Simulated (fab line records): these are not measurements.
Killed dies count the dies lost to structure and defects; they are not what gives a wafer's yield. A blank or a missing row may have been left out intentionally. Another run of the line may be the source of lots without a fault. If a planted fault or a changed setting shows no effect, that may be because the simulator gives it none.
Which tool was responsible? || flow gf180mcu || 14 lots with 42 wafers sampled at 3 steps, on a route of 602 steps

## WHAT EACH GAUGE READ, for each wafer
GF_V1_CD_MEAS_14 targets a cd of 260 nm. Usual: cd nm 259.6 nm, standard deviation 1.3.
{"lot": "L105", "measured": "day 18 04:03", "on": "cd sem-02", "cd nm (nm)": "259.8 261.0 260.2", "flag": ""}
{"lot": "L107", "measured": "day 18 22:22", "on": "cd sem-01", "cd nm (nm)": "259.4 259.7 259.1", "flag": ""}
{"lot": "L108", "measured": "day 19 14:32", "on": "cd sem-02", "cd nm (nm)": "260.8 260.7 260.6", "flag": ""}
{"lot": "L109", "measured": "day 20 02:31", "on": "cd sem-02", "cd nm (nm)": "260.0 260.4 261.0", "flag": ""}
{"lot": "L111", "measured": "day 20 14:35", "on": "cd sem-02", "cd nm (nm)": "258.7 259.6 259.4", "flag": ""}
{"lot": "L112", "measured": "day 20 18:58", "on": "cd sem-02", "cd nm (nm)": "259.4 259.9 259.0", "flag": ""}
{"lot": "L113", "measured": "day 21 03:48", "on": "cd sem-02", "cd nm (nm)": "259.4 258.9 260.4", "flag": ""}
{"lot": "L114", "measured": "day 21 11:14", "on": "cd sem-02", "cd nm (nm)": "257.5 257.8 256.3", "flag": ""}
{"lot": "L116", "measured": "day 22 10:54", "on": "cd sem-01", "cd nm (nm)": "258.8 259.9 260.1", "flag": ""}
{"lot": "L117", "measured": "day 22 16:47", "on": "cd sem-02", "cd nm (nm)": "259.4 259.3 258.3", "flag": ""}
{"lot": "L118", "measured": "day 22 23:01", "on": "cd sem-01", "cd nm (nm)": "259.3 259.7 259.1", "flag": ""}
{"lot": "L123", "measured": "day 25 01:53", "on": "cd sem-01", "cd nm (nm)": "258.1 257.1 259.1", "flag": ""}
{"lot": "L126", "measured": "day 25 12:21", "on": "cd sem-02", "cd nm (nm)": "260.7 260.2 260.8", "flag": ""}
{"lot": "L128", "measured": "day 26 06:08", "on": "cd sem-02", "cd nm (nm)": "259.4 258.2 258.6", "flag": ""}

## WHAT TOOL EACH LOT RAN ON (gives the tool, then ch and the chambers of the sampled wafers, and finally the start)
{"lot": "L105", "GF_LVPWELL_STRIP_10": "plasma asher-03 ch 0,1, day 3 20:27", "GF_VT_IMPLANT_IMPLANT_30": "implanter-01 ch 0, day 6 20:48"}
{"lot": "L107", "GF_LVPWELL_STRIP_10": "plasma asher-02 ch 0,1, day 4 09:01", "GF_VT_IMPLANT_IMPLANT_30": "implanter-01 ch 0, day 7 10:22"}
{"lot": "L108", "GF_LVPWELL_STRIP_10": "plasma asher-04 ch 0,1, day 4 14:43", "GF_VT_IMPLANT_IMPLANT_30": "implanter-04 ch 0, day 7 16:23"}
{"lot": "L109", "GF_LVPWELL_STRIP_10": "plasma asher-03 ch 0,1, day 4 19:55", "GF_VT_IMPLANT_IMPLANT_30": "implanter-04 ch 0, day 8 00:21"}
{"lot": "L111", "GF_LVPWELL_STRIP_10": "plasma asher-03 ch 1, day 5 08:21", "GF_VT_IMPLANT_IMPLANT_30": "implanter-03 ch 0, day 8 14:47"}
{"lot": "L112", "GF_LVPWELL_STRIP_10": "plasma asher-02 ch 0,1, day 5 12:29", "GF_VT_IMPLANT_IMPLANT_30": "implanter-03 ch 0, day 8 17:58"}
{"lot": "L113", "GF_LVPWELL_STRIP_10": "plasma asher-04 ch 0,1, day 5 17:59", "GF_VT_IMPLANT_IMPLANT_30": "implanter-01 ch 0, day 9 01:19"}
{"lot": "L114", "GF_LVPWELL_STRIP_10": "plasma asher-02 ch 0, day 5 22:55", "GF_VT_IMPLANT_IMPLANT_30": "implanter-04 ch 0, day 9 07:40"}
{"lot": "L116", "GF_LVPWELL_STRIP_10": "plasma asher-04 ch 0,1, day 6 09:50", "GF_VT_IMPLANT_IMPLANT_30": "implanter-04 ch 0, day 9 19:54"}
{"lot": "L117", "GF_LVPWELL_STRIP_10": "plasma asher-03 ch 0,1, day 6 17:20", "GF_VT_IMPLANT_IMPLANT_30": "implanter-03 ch 0, day 10 05:14"}
{"lot": "L118", "GF_LVPWELL_STRIP_10": "plasma asher-03 ch 0,1, day 6 21:02", "GF_VT_IMPLANT_IMPLANT_30": "implanter-03 ch 0, day 10 10:27"}
{"lot": "L123", "GF_LVPWELL_STRIP_10": "plasma asher-04 ch 0,1, day 8 07:25", "GF_VT_IMPLANT_IMPLANT_30": "implanter-04 ch 0, day 12 01:10"}
{"lot": "L126", "GF_LVPWELL_STRIP_10": "plasma asher-04 ch 0,1, day 8 19:21", "GF_VT_IMPLANT_IMPLANT_30": "implanter-03 ch 0, day 12 14:02"}
{"lot": "L128", "GF_LVPWELL_STRIP_10": "plasma asher-02 ch 0,1, day 9 06:40", "GF_VT_IMPLANT_IMPLANT_30": "implanter-03 ch 0, day 13 04:37"}
- GF_LVPWELL_STRIP_10: strips in O2/N2.
- GF_VT_IMPLANT_IMPLANT_30

## AS READ BY THE TOOLS THEMSELVES (means over the sampled wafers that have a number; for cases with no such wafer, the mark the record gives instead)
GF_LVPWELL_STRIP_10. Usual: drypump motor current A 5.5 A, standard deviation 0.61; heater power w 343 W, standard deviation 43; oes product au 0.723 a.u., standard deviation 0.0047; strip time to endpoint s 37.01 s, standard deviation 0.09.
{"lot": "L105", "tool": "plasma asher-03", "drypump motor current A (A)": 5.6, "heater power w (W)": 310, "oes product au (a.u.)": 0.728, "strip time to endpoint s (s)": 36.97, "flag": ""}
{"lot": "L107", "tool": "plasma asher-02", "drypump motor current A (A)": 6.2, "heater power w (W)": 337, "oes product au (a.u.)": 0.719, "strip time to endpoint s (s)": 36.86, "flag": ""}
{"lot": "L108", "tool": "plasma asher-04", "drypump motor current A (A)": 5.3, "heater power w (W)": 382, "oes product au (a.u.)": 0.725, "strip time to endpoint s (s)": 36.99, "flag": ""}
{"lot": "L109", "tool": "plasma asher-03", "drypump motor current A (A)": 5.6, "heater power w (W)": 307, "oes product au (a.u.)": 0.727, "strip time to endpoint s (s)": 36.99, "flag": ""}
{"lot": "L111", "tool": "plasma asher-03", "drypump motor current A (A)": 5.9, "heater power w (W)": 290, "oes product au (a.u.)": 0.720, "strip time to endpoint s (s)": 37.02, "flag": ""}
{"lot": "L112", "tool": "plasma asher-02", "drypump motor current A (A)": 6.1, "heater power w (W)": 336, "oes product au (a.u.)": 0.722, "strip time to endpoint s (s)": 37.05, "flag": ""}
{"lot": "L113", "tool": "plasma asher-04", "drypump motor current A (A)": 5.0, "heater power w (W)": 351, "oes product au (a.u.)": 0.724, "strip time to endpoint s (s)": 36.95, "flag": ""}
{"lot": "L114", "tool": "plasma asher-02", "drypump motor current A (A)": 6.3, "heater power w (W)": 323, "oes product au (a.u.)": 0.719, "strip time to endpoint s (s)": 36.99, "flag": ""}
{"lot": "L116", "tool": "plasma asher-04", "drypump motor current A (A)": 5.3, "heater power w (W)": 380, "oes product au (a.u.)": 0.721, "strip time to endpoint s (s)": 37.04, "flag": ""}
{"lot": "L117", "tool": "plasma asher-03", "drypump motor current A (A)": 5.3, "heater power w (W)": 327, "oes product au (a.u.)": 0.723, "strip time to endpoint s (s)": 36.95, "flag": ""}
{"lot": "L118", "tool": "plasma asher-03", "drypump motor current A (A)": 5.2, "heater power w (W)": 324, "oes product au (a.u.)": 0.724, "strip time to endpoint s (s)": 37.21, "flag": ""}
{"lot": "L123", "tool": "plasma asher-04", "drypump motor current A (A)": 5.0, "heater power w (W)": 347, "oes product au (a.u.)": 0.722, "strip time to endpoint s (s)": 36.97, "flag": ""}
{"lot": "L126", "tool": "plasma asher-04", "drypump motor current A (A)": 5.0, "heater power w (W)": 348, "oes product au (a.u.)": 0.721, "strip time to endpoint s (s)": 37.00, "flag": ""}
{"lot": "L128", "tool": "plasma asher-02", "drypump motor current A (A)": 6.2, "heater power w (W)": 328, "oes product au (a.u.)": 0.723, "strip time to endpoint s (s)": 36.91, "flag": ""}

GF_VT_IMPLANT_IMPLANT_30. Usual: beam energy keV 25.001, standard deviation 0.0073.
{"lot": "L105", "tool": "implanter-01", "beam energy keV": 25.001, "flag": ""}
{"lot": "L107", "tool": "implanter-01", "beam energy keV": 24.996, "flag": ""}
{"lot": "L108", "tool": "implanter-04", "beam energy keV": 25.006, "flag": ""}
{"lot": "L109", "tool": "implanter-04", "beam energy keV": 24.986, "flag": ""}
{"lot": "L111", "tool": "implanter-03", "beam energy keV": 24.999, "flag": ""}
{"lot": "L112", "tool": "implanter-03", "beam energy keV": 25.005, "flag": ""}
{"lot": "L113", "tool": "implanter-01", "beam energy keV": 25.001, "flag": ""}
{"lot": "L114", "tool": "implanter-04", "beam energy keV": 25.005, "flag": ""}
{"lot": "L116", "tool": "implanter-04", "beam energy keV": 25.008, "flag": ""}
{"lot": "L117", "tool": "implanter-03", "beam energy keV": 25.001, "flag": ""}
{"lot": "L118", "tool": "implanter-03", "beam energy keV": 25.008, "flag": ""}
{"lot": "L123", "tool": "implanter-04", "beam energy keV": 24.998, "flag": ""}
{"lot": "L126", "tool": "implanter-03", "beam energy keV": 25.787, "flag": "OFF"}
{"lot": "L128", "tool": "implanter-03", "beam energy keV": 25.795, "flag": "OFF"}

## THE ANSWER, worked out from the rows above alone
Rule: a lot counts as off when the mean over its wafers that have a number is more than 3 standard deviations away from the usual mean. A lot without any number at a reading at which 4 lots or more have one is off too. Where the step has rows for the other lots, those lots are counted as sound. First the gauges in route order, then the tools' own readings, where a lot's mean is used as printed above. The first step at which some lot is off is used, and at that step the reading that is off furthest; a lot without a number counts as furthest.
Off: L126, L128 (GF_VT_IMPLANT_IMPLANT_30, beam energy keV).
A tool fits if, at that step or a process step before it, it ran every lot that is off, and no sound lot after the first of them. One candidate fits, namely implanter-03 at GF_VT_IMPLANT_IMPLANT_30. Its last sound lot is L118 (day 10 10:27), its first lot that is off L126 (day 12 14:02): a fault that began between those two fits.
The tool's own readings at GF_VT_IMPLANT_IMPLANT_30 bear it out: on the lots that are off they differ by more than 5 times the standard deviation of the sound lots' means. beam energy keV reads 25.791 there against 25.001 on the sound lots.

## WHAT THE SIMULATOR HAD INSERTED
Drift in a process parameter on implanter-03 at GF_VT_IMPLANT_IMPLANT_30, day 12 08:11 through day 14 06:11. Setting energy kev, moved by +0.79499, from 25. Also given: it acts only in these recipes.
Struck lots among those shown: L126, L128. The rule above reached the same finding.
